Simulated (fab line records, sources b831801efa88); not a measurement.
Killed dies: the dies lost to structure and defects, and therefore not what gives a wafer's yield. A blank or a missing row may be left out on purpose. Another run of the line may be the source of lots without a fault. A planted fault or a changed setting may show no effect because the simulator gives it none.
Which tool was responsible? | flow sky130 | route of 708 steps, sampled at 1 step: 12 lots, 36 wafers

== WHAT THE GAUGES READ, wafer by wafer ==
SKY_FIELD_ISO_THK_MEAS_25.
lot  | measured    | on            | FIELD_ISO_CVD_24_THK (nm)
L075 | day 2 13:50 | film-metro-04 | 592 605 592
L077 | day 3 02:31 | film-metro-02 | 607 603 608
L079 | day 3 10:37 | film-metro-04 | 585 603 613
L081 | day 3 22:15 | film-metro-01 | 591 594 597
L083 | day 4 12:03 | film-metro-04 | 596 590 590
L086 | day 4 23:26 | film-metro-01 | 601 604 595
L087 | day 5 07:47 | film-metro-04 | 585 593 593
L089 | day 5 20:19 | film-metro-02 | 601 607 593
L091 | day 6 03:51 | film-metro-01 | 595 586 594
L093 | day 6 16:11 | film-metro-01 | 591 581 587
L095 | day 6 21:31 | film-metro-04 | 595 587 588
L097 | day 7 11:52 | film-metro-02 | 594 599 605

== WHAT TOOL EACH LOT RAN ON (gives the tool, then ch and the chambers of the sampled wafers, and finally the start) ==
Before these readings, the record contains no process step.

== THE ANSWER, worked out from the rows above alone ==
Rule: usual is defined by the lots themselves. The widest of any qualifying gaps counts: lots, ordered by their means at a reading, are off when they make up no more than a third of the lots, leave a main group of 4 or more, and stand apart from it by 3 or more times the standard deviation of that group's means. The tables above print the reading to a certain number of digits; a main group whose means all agree to those digits is not used. Also off: a lot with no number at a reading for which 4 or more lots have one. The other lots that the step has rows for count as sound.
No lot is off on any of the readings shown, so nothing can be concluded from this.

== WHAT WAS PUT IN BY THE SIMULATOR ==
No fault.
